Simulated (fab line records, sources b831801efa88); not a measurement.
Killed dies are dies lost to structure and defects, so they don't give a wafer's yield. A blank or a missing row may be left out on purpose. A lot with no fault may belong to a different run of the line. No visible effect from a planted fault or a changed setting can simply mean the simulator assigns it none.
fab line records	flow sky130
[record] lots = 11	wafers = 32	last-day = 50
route steps=708 shown CONTACT@433 METAL1@436 VIA1@479 METAL2@487
lots untouched by any fault: they come from a run of this same line in which no faults occurred
start-h: the number of hours between the record's first day and the start of the first shown wafer of the lot	wait-h: how many hours have passed since the lot's step before this one	" identical to the entry in the row above	L1.1+2: several wafers, shown together as one row	- value missing, or start not given	* or withheld: withheld	< > ~ a bound
route shown NAME@n: names a module that has steps shown in the file, with the first one's number in the route	usual: mean and standard deviation over wafers with no fault	same: alike in all rows	chamber/n: place in a boat	sites: each site's reading	_std_site: the values' standard deviation	_edge_site: inner sites' mean taken away from outer sites' mean	radius-mm: how far each site lies from the wafer's centre	mask NAME#n: copy n	behind: the last tool/chamber to shape the wafer	hold: cause of the lot's hold/its duration in hours/its outcome	device: transistor that didn't switch, given as n, p or np	end of line: the route-end tests of the same wafers	for a step that has no rows: nothing shown but its recipe	killed: dies that structure and defects cost at the first sort, which is not the same as the wafer's yield	map: a wafer's dies, marking killed ones x, the rest . and places with no die _
set.NAME: the setting as run; set.NAME@STEP: as run at that earlier step	model.NAME: the simulator's own value behind a step, which no gauge read
the route's steps for a sample of lots (tables are steps, rows are wafers)
services: from which hour (start-h, from the record's first day; less than 0 if before it) a tool's chamber was out of use, for how many hours, and why
[[steps]]
[step SKY_CONTACT_CMP_27]
[recipe] stop-on = SiO2	t-overpolish-s = 15	down-force-psi = 3.5	platen-rpm = 60	target-thk-nm = 0	pad-velocity-m-s = 0.94248
[usual] motor-current-A = 11.4/0.96	overpolish-run-s = 15.000/0.0091	time-to-endpoint-s = 81.3/2.7
lot.wafer	tool	chamber	start-h	wait-h	motor-current-A	overpolish-run-s	time-to-endpoint-s
L978.1	cmp-02	3	778.68	0.1	11.3	15.005	81.5
L978.3	"	0	"	"	12.9	14.993	77.0
L978.5	"	0	"	"	12.4	15.009	81.8
L980.3	cmp-02	3	798.95	0.1	10.5	14.992	81.1
L980.1	"	0	"	"	12.6	15.005	80.6
L980.5	"	2	"	"	11.4	15.005	83.9
L982.1	cmp-01	0	800.21	0.1	10.8	15.000	82.3
L982.4	"	2	"	"	11.6	14.999	80.7
L982.6	"	3	"	"	12.0	15.000	84.6
L981.2	cmp-01	1	801.67	0.0	12.1	15.006	82.2
L981.1	"	3	"	"	12.0	15.004	89.0
L981.6	"	2	"	"	11.3	15.003	83.1
L983.3	cmp-01	0	804.81	0.2	10.6	15.006	83.8
L983.2	"	2	"	"	11.7	15.001	81.5
L983.5	"	0	"	"	10.6	15.000	85.8
L987.2	cmp-01	1	829.56	0.0	12.9	14.992	79.8
L987.3	"	3	"	"	11.6	15.004	82.2
L987.6	"	2	"	"	12.1	14.992	84.1
L988.1	cmp-02	3	841.16	0.2	10.1	14.996	80.9
L988.5	"	0	"	"	12.4	14.997	76.0
L988.6	"	1	"	"	9.7	15.005	81.3
L990.1	cmp-02	2	850.97	0.1	11.2	14.985	78.9
L990.3	"	0	"	"	12.8	14.995	79.6
L990.6	"	2	"	"	11.3	14.990	78.5
L992.4	cmp-01	0	866.60	0.2	10.9	14.992	85.3
L992.5	"	1	"	"	12.6	14.998	83.8
L993.4	cmp-02	1	886.86	0.0	9.4	15.000	82.1
L993.3	"	2	"	"	11.3	14.993	79.1
L993.6	"	2	"	"	11.3	14.985	79.3
L994.4	cmp-02	2	894.32	0.1	11.4	14.984	81.6
L994.2	"	0	"	"	13.0	14.983	80.7
L994.5	"	1	"	"	10.0	14.999	81.9
[step SKY_METAL1_SPUTTER_02]
[recipe] material = AlCu	target-thk-nm = 250	power-w = 10600	time-s = 13.8	chamber-pressure-pa = 0.4
[usual] cathode-dc-power-W = 10600/1.8	chamber-pressure-pa = 0.4000/0.00079	throttle-valve-pct = 30.0/0.85
lot.wafer	tool	chamber	start-h	wait-h	cathode-dc-power-W	chamber-pressure-pa	throttle-valve-pct
L978.1	pvd-sputter-04	-	779.02	0.0	10596	0.4012	30.0
L978.3	"	-	"	"	10600	0.4010	29.3
L978.5	"	-	"	"	10597	0.4009	30.6
L980.1	pvd-sputter-04	-	799.25	0.0	10595	0.3995	29.5
L980.3	"	-	"	"	10598	0.4011	29.9
L980.5	"	-	"	"	10599	0.4005	30.5
L982.1	pvd-sputter-02	-	800.51	0.0	10603	0.4007	30.6
L982.4	"	-	"	"	10599	0.4009	30.0
L982.6	"	-	"	"	10599	0.4006	31.5
L981.1	pvd-sputter-04	-	802.02	0.0	10599	0.3990	30.1
L981.2	"	-	"	"	10598	0.4010	29.5
L981.6	"	-	"	"	10602	0.4008	30.7
L983.2	pvd-sputter-02	-	805.10	0.0	10596	0.4001	30.3
L983.3	"	-	"	"	10598	0.4005	31.6
L983.5	"	-	"	"	10603	0.3996	30.4
L987.2	pvd-sputter-02	-	829.91	0.0	10601	0.4004	31.8
L987.3	"	-	"	"	10600	0.4015	30.6
L987.6	"	-	"	"	10601	0.3996	30.8
L988.1	pvd-sputter-02	-	841.36	0.0	10603	0.4005	30.4
L988.5	"	-	"	"	10600	0.3985	31.3
L988.6	"	-	"	"	10601	0.4011	30.5
L990.1	pvd-sputter-03	-	851.34	0.0	10600	0.3999	28.4
L990.3	"	-	"	"	10600	0.4008	29.2
L990.6	"	-	"	"	10599	0.4004	30.2
L992.4	pvd-sputter-02	-	866.80	0.0	10602	0.4016	31.3
L992.5	"	-	"	"	10600	0.4010	29.9
L993.3	pvd-sputter-04	-	887.21	0.0	10601	0.3982	30.0
L993.4	"	-	"	"	10604	0.4004	30.3
L993.6	"	-	"	"	10598	0.3998	30.0
L994.2	pvd-sputter-02	-	894.62	0.0	10602	0.3990	31.4
L994.4	"	-	"	"	10601	0.4002	30.3
L994.5	"	-	"	"	10600	0.3990	30.2
[step SKY_VIA1_CVD_21]
[recipe] material = W	target-thk-nm = 270	time-s = 80.902	temp-c = 400	pressure-torr = 40
[usual] chamber-pressure-Torr = 40.00/0.087	heater-power-outer-w = 545/71	heater-power-w = 877/92
lot.wafer	tool	chamber	start-h	wait-h	chamber-pressure-Torr	heater-power-outer-w	heater-power-w	since-wet-clean-h
L978.1	cvd-w-02	0	835.68	0.0	40.14	695	1051	432
L978.3	"	1	"	"	40.03	503	770	-
L978.5	"	0	"	"	39.94	685	1073	-
L980.1	cvd-w-01	0	853.33	0.0	40.01	538	873	949
L980.3	"	0	"	"	40.07	542	867	-
L980.5	"	0	"	"	40.06	537	887	-
L982.1	cvd-w-02	0	854.84	0.0	40.08	671	1024	451
L982.4	"	0	"	"	40.17	667	1046	-
L982.6	"	0	"	"	39.95	672	1055	-
L981.1	cvd-w-01	0	856.41	0.0	40.00	549	874	952
L981.2	"	1	"	"	39.87	485	828	952
L981.6	"	1	"	"	39.92	506	839	-
L983.2	cvd-w-01	0	860.80	0.0	39.84	531	864	957
L983.3	"	0	"	"	39.88	535	886	-
L983.5	"	0	"	"	40.01	548	891	-
L987.2	cvd-w-01	1	883.44	0.0	39.83	508	827	979
L987.3	"	0	"	"	40.09	531	868	-
L987.6	"	1	"	"	39.77	500	833	-
L988.1	cvd-w-02	0	895.54	0.0	40.01	674	1027	492
L988.5	"	1	"	"	40.04	510	795	-
L988.6	"	0	"	"	40.01	677	1029	-
L990.1	cvd-w-02	0	904.70	0.0	40.01	647	1035	501
L990.3	"	0	"	"	40.01	673	1070	-
L990.6	"	0	"	"	40.09	677	1065	-
L992.4	cvd-w-02	0	919.80	0.1	40.04	686	1037	-
L992.5	"	0	"	"	39.88	684	1067	-
L993.3	cvd-w-01	0	939.31	0.1	40.01	508	856	-
L993.4	"	1	"	"	40.05	500	819	-
L993.6	"	1	"	"	39.92	484	821	-
L994.2	cvd-w-01	1	945.89	0.0	39.93	485	786	28
L994.4	"	1	"	"	39.97	480	806	-
L994.5	"	1	"	"	40.01	495	821	-
[step SKY_METAL2_SPUTTER_04]
[recipe] material = TiN	target-thk-nm = 70	power-w = 6500	time-s = 58.3	chamber-pressure-pa = 0.4
[usual] cathode-dc-power-W = 6500.1/1.1	chamber-pressure-pa = 0.4000/0.0008	throttle-valve-pct = 29.7/0.94
lot.wafer	tool	chamber	start-h	wait-h	cathode-dc-power-W	chamber-pressure-pa	throttle-valve-pct
L978.1	pvd-sputter-02	-	836.39	0.0	6501.8	0.4007	30.3
L978.3	"	-	"	"	6501.2	0.4009	30.7
L978.5	"	-	"	"	6499.9	0.4003	30.0
L980.1	pvd-sputter-03	-	854.09	0.0	6498.3	0.4004	29.1
L980.3	"	-	"	"	6501.4	0.4000	29.4
L980.5	"	-	"	"	6499.7	0.4005	28.3
L982.1	pvd-sputter-02	-	855.50	0.0	-	-	-
L982.4	"	-	"	"	-	-	-
L982.6	"	-	"	"	-	-	-
L981.1	pvd-sputter-03	-	857.08	0.0	-	-	-
L981.2	"	-	"	"	-	-	-
L981.6	"	-	"	"	-	-	-
L983.2	pvd-sputter-03	-	861.46	0.0	6498.3	0.4006	29.0
L983.3	"	-	"	"	6501.3	0.4010	29.5
L983.5	"	-	"	"	6501.3	0.4005	30.2
L987.2	pvd-sputter-03	-	884.11	0.0	6498.1	0.4006	29.4
L987.3	"	-	"	"	6500.7	0.4015	30.4
L987.6	"	-	"	"	6497.0	0.4013	30.3
L988.1	pvd-sputter-03	-	896.21	0.0	6501.9	0.3980	30.1
L988.5	"	-	"	"	6502.6	0.3995	30.3
L988.6	"	-	"	"	6498.6	0.4009	29.4
L990.1	pvd-sputter-02	-	905.36	0.0	6501.4	0.3994	31.8
L990.3	"	-	"	"	6501.5	0.3994	30.8
L990.6	"	-	"	"	6500.8	0.3994	30.8
L992.4	pvd-sputter-03	-	920.43	0.0	6501.2	0.4004	29.1
L992.5	"	-	"	"	6500.9	0.3994	28.9
L993.3	pvd-sputter-01	-	939.94	0.0	6500.4	0.4015	28.4
L993.4	"	-	"	"	6499.7	0.3995	30.1
L993.6	"	-	"	"	6499.1	0.3993	30.8
L994.2	pvd-sputter-01	-	946.55	0.0	6501.5	0.3986	29.3
L994.4	"	-	"	"	6497.7	0.4005	29.7
L994.5	"	-	"	"	6499.0	0.3998	29.7
[step SKY_METAL2_THK_MEAS_06]
[recipe] thk-meas-gauge = xrf	reads = AlCu_of_METAL2_SPUTTER_02
[usual] METAL2_ALCU_THK = 243/3.6
lot.wafer	tool	chamber	start-h	wait-h	METAL2_ALCU_THK[nm]
L978.1	film-metro-04	-	836.66	0.1	244
L978.3	"	-	"	"	248
L978.5	"	-	"	"	243
L980.1	film-metro-04	-	854.26	0.1	246
L980.3	"	-	"	"	246
L980.5	"	-	"	"	246
L982.1	film-metro-02	-	855.67	0.1	278
L982.4	"	-	"	"	274
L982.6	"	-	"	"	276
L981.1	film-metro-02	-	857.25	0.1	281
L981.2	"	-	"	"	279
L981.6	"	-	"	"	279
L983.2	film-metro-01	-	861.64	0.1	242
L983.3	"	-	"	"	240
L983.5	"	-	"	"	237
L987.2	film-metro-02	-	884.29	0.1	239
L987.3	"	-	"	"	239
L987.6	"	-	"	"	240
L988.1	film-metro-02	-	896.38	0.1	239
L988.5	"	-	"	"	240
L988.6	"	-	"	"	242
L990.1	film-metro-02	-	905.53	0.1	239
L990.3	"	-	"	"	240
L990.6	"	-	"	"	240
L992.4	film-metro-04	-	920.63	0.1	250
L992.5	"	-	"	"	250
L993.3	film-metro-02	-	940.13	0.1	240
L993.4	"	-	"	"	239
L993.6	"	-	"	"	240
L994.2	film-metro-02	-	946.73	0.1	241
L994.4	"	-	"	"	242
L994.5	"	-	"	"	240
[[services]]
tool	chamber	start-h	hours	kind
cmp-02	-	754.96	3.7	pm
cmp-02	-	760.07	0.6	repair
cmp-02	-	762.77	3.9	repair
cmp-02	-	768.93	2.4	repair
pvd-sputter-02	1	777.16	-	consumable-replace:kit
pvd-sputter-02	1	777.16	18.0	scheduled-down
pvd-sputter-02	1	777.16	18.0	vent-cycle
cmp-02	-	791.23	1.3	repair
cvd-w-02	1	807.10	5.2	repair
cmp-01	-	834.00	6.8	repair
cvd-w-01	1	845.77	10.6	repair
cvd-w-02	-	847.07	0.7	repair
pvd-sputter-01	-	847.18	9.9	repair
pvd-sputter-02	-	882.23	5.3	repair
cvd-w-01	-	904.00	14.0	pm
cmp-02	-	908.08	1.3	repair
pvd-sputter-01	-	908.48	6.3	repair
cmp-02	-	912.09	4.0	pm
cmp-01	-	921.28	2.9	repair
pvd-sputter-01	-	928.45	2.9	repair
cmp-02	-	930.59	5.5	pm
pvd-sputter-01	-	935.12	4.5	repair
cmp-02	-	940.08	0.4	repair
cmp-01	-	943.30	7.2	pm
[[key]]
[first-sign] step = SKY_METAL2_SPUTTER_04	reading = tool-record	direction = missing
[effect] step = SKY_METAL2_THK_MEAS_06	reading = METAL2_ALCU_THK	direction = up	sigmas = 9.7	usual = 243	struck = 278
met-at SKY_METAL2_SPUTTER_04
struck-lots L981,L982
not-acting-at SKY_CONTACT_CMP_27,SKY_METAL1_SPUTTER_02,SKY_VIA1_CVD_21
onset-between 854.09 855.50
[fault] kind = skipped-step-whole	tool = pvd-sputter-02,pvd-sputter-03	chamber = -	onset-h = 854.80	steps = SKY_METAL2_SPUTTER_04	scope = struck-lots-only
